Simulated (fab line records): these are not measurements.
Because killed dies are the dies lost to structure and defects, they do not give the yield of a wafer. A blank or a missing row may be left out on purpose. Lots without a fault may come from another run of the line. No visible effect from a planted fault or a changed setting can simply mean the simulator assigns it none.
What tool caused it? :: flow sky130 :: 10 lots (30 wafers sampled), 1 step of a 708-step route

WHAT EACH GAUGE READ, for each wafer
SKY_METAL3_OVL_MEAS_14.
lot: L752
measured: day 39 00:55
on: overlay-01
METAL3_OVL (nm): 12 2 11

lot: L755
measured: day 39 18:01
on: overlay-02
METAL3_OVL (nm): 12 6 6

lot: L754
measured: day 39 22:13
on: overlay-02
METAL3_OVL (nm): 3 6 -5

lot: L756
measured: day 40 12:25
on: overlay-02
METAL3_OVL (nm): 6 -2 7

lot: L759
measured: day 41 00:50
on: overlay-01
METAL3_OVL (nm): 4 0 0

lot: L766
measured: day 43 08:23
on: overlay-02
METAL3_OVL (nm): -7 -3 -2

lot: L768
measured: day 43 18:08
on: overlay-02
METAL3_OVL (nm): -6 1 -1

lot: L769
measured: day 44 05:10
on: overlay-01
METAL3_OVL (nm): 2 -2 4

lot: L774
measured: day 45 06:29
on: overlay-02
METAL3_OVL (nm): 6 13 7

lot: L773
measured: day 45 11:40
on: overlay-02
METAL3_OVL (nm): 7 2 8

WHAT TOOL EACH LOT RAN ON (gives the tool, then ch and the chambers of the sampled wafers, and finally the start)
The record holds no process step before these readings.

WHAT THE TOOLS THEMSELVES READ (means of the sampled wafers that have a number; where no wafer has one, the mark that the record gives instead)
The record holds no such reading with a usual standard deviation.

THE ANSWER, worked out from the rows above alone
Rule: usual is defined by the lots themselves. The widest of any qualifying gaps counts: lots, ordered by their means at a reading, are off when they make up no more than a third of the lots, leave a main group of 4 or more, and stand apart from it by 3 or more times the standard deviation of that group's means. A main group is skipped when, at the precision printed for the reading in the tables above, its means are all equal. A lot without any number at a reading at which 4 lots or more have one is off too. The other lots that the step has rows for count as sound. After the gauges, taken in route order, come the tools' own readings; for these a lot's mean is taken, as printed above. The first step at which some lot is off is used, and at that step the reading that is off furthest; a lot without a number counts as furthest.
Across all readings shown, no lot is off: no conclusion can be drawn from this.

WHAT THE SIMULATOR PUT IN
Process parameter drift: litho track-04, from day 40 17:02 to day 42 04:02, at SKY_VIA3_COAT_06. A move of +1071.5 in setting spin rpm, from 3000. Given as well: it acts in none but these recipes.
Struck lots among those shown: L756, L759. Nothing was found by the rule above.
